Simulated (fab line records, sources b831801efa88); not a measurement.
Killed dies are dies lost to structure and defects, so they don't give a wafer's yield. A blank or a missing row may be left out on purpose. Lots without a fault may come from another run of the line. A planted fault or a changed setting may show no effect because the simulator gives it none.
A struck lot beside a sound one | flow sfq_line | 14 steps out of a route of 325
Sound: wafers L980.1, L980.2, L980.4. Struck: wafers L995.3, L995.5, L995.6. The cause comes at the end.
At each step with rows: each side's tool, then ch and its chambers, then its first start. Under that, the readings that differ: sound wafers | struck wafers | difference of the means | sigmas: that difference in standard deviations of wafers without a fault.
alike: readings whose means differ by less than 2 such deviations, and words and numbers that are the same on both sides. not compared: withheld readings, readings that some wafer has no value for, bounds like >300 that may hide the same value, and numbers for which the record gives no deviation and whose values overlap.
The two part at a step that has a row with sigmas, a row that says differs or no value, or rows on one side only. Numbers that don't overlap but have no deviation are shown without sigmas and don't part them. A reading that every wafer of one side lacks parts them only if that side has two wafers or more.

SFQ_INCOMING_BOW_MEAS_900:
  sound on film_metro-02, day 1 20:00; struck on film_metro-01, day 4 23:02
  alike: INCOMING_BOW
then, 1 step without rows for these wafers: SFQ_TRILAYER_INCOMING_OXIDATION_002 (target thk 500 nm, ox time 4939 s).
SFQ_TRILAYER_L0_DEP_SPUTTER_003: material MoNx KI, target thk 40 nm, time 100 s.
  sound on pvd_sputter-03, day 1 22:29; struck on pvd_sputter-05, day 5 01:29
  alike: throttle_valve_pct
SFQ_L0_RS_MEAS_901: measures by four-point-probe.
  sound on film_metro-03, day 1 22:34; struck on film_metro-04, day 5 01:36
  alike: L0_MONX_KI_RS
SFQ_L0_THK_MEAS_902: measures by xrf.
  sound on film_metro-03, day 1 22:41; struck on film_metro-04, day 5 01:42
  alike: L0_MONX_KI_THK
then, 6 steps without rows for these wafers: SFQ_TRILAYER_L0_LITHO_COAT_010 (resist thk 62 nm); SFQ_TRILAYER_L0_LITHO_COAT_005 (resist thk 600 nm); SFQ_TRILAYER_L0_LITHO_SOFTBAKE_009; SFQ_TRILAYER_L0_LITHO_EXPOSE_006 (exposes mask L0, target cd 2000 nm); SFQ_TRILAYER_L0_LITHO_PEB_008 (peb time 60 s); SFQ_TRILAYER_L0_LITHO_DEVELOP_007 (time 60 s).
-- the record jumps here: 3 days lie between the struck wafers' starts before and after --
SFQ_TRILAYER_L0_BARC_OPEN_METAL_ETCH_010: etches BARC in O2, target depth 125 nm, time 41.7 s.
  sound on rie_metal-01 ch 0,1, day 4 23:55; struck on rie_metal-03 ch 0,1, day 8 08:40
  reading                                             | sound             | struck            | difference | sigmas
  drypump_motor_current_A (A)                         | 5.58 5.61 5.58    | 6.38 6.40 6.03    | +0.68      | +2
  oes_product_au (a.u.)                               | 0.681 0.690 0.692 | 0.817 0.807 0.820 | +0.127     | +28
  run_length_s (s)                                    | 70.3 70.5 70.7    | 60.7 60.9 59.8    | -10.0      | -14
  time_s (s)                                          | 41.7 41.7 41.7    | 29.19 29.19 29.19 | -12.51     |
  model.KrF_of_TRILAYER_L0_LITHO_COAT_005.thk_nm (nm) | 527.2 526.3 526.4 | 540.7 540.4 541.5 | +14.2      |
  alike: bias_w
  not compared: rf_hours_counter_h
SFQ_TRILAYER_L0_ETCH_METAL_ETCH_008: etches MoNx KI in SF6/O2, stops on SiO2, target depth 50 nm, time 25 s.
  sound on rie_metal-01 ch 0,1, day 4 23:58; struck on rie_metal-03 ch 0,1, day 8 08:43
  reading                                             | sound             | struck          | difference | sigmas
  drypump_motor_current_A (A)                         | 5.57 5.60 5.60    | 6.47 6.49 6.04  | +0.74      | +3
  model.KrF_of_TRILAYER_L0_LITHO_COAT_005.thk_nm (nm) | 485.9 484.5 485.3 | 499.5 499 499.8 | +14.2      |
  alike: bias_w, oes_product_au, run_length_s, time_s
  not compared: rf_hours_counter_h
SFQ_TRILAYER_L0_STRIP_STRIP_009: strips in O2.
  sound on rie_metal-01 ch 0,1, day 5 00:01; struck on rie_metal-03 ch 0,1, day 8 08:57
  reading                     | sound          | struck         | difference | sigmas
  drypump_motor_current_A (A) | 5.58 5.63 5.59 | 6.44 6.44 6.00 | +0.69      | +2
  alike: oes_product_au
  not compared: rf_hours_counter_h

WHERE THEY PART
First at SFQ_TRILAYER_L0_BARC_OPEN_METAL_ETCH_010; last, within this record, at SFQ_TRILAYER_L0_STRIP_STRIP_009.

WHY: what the simulator had put in
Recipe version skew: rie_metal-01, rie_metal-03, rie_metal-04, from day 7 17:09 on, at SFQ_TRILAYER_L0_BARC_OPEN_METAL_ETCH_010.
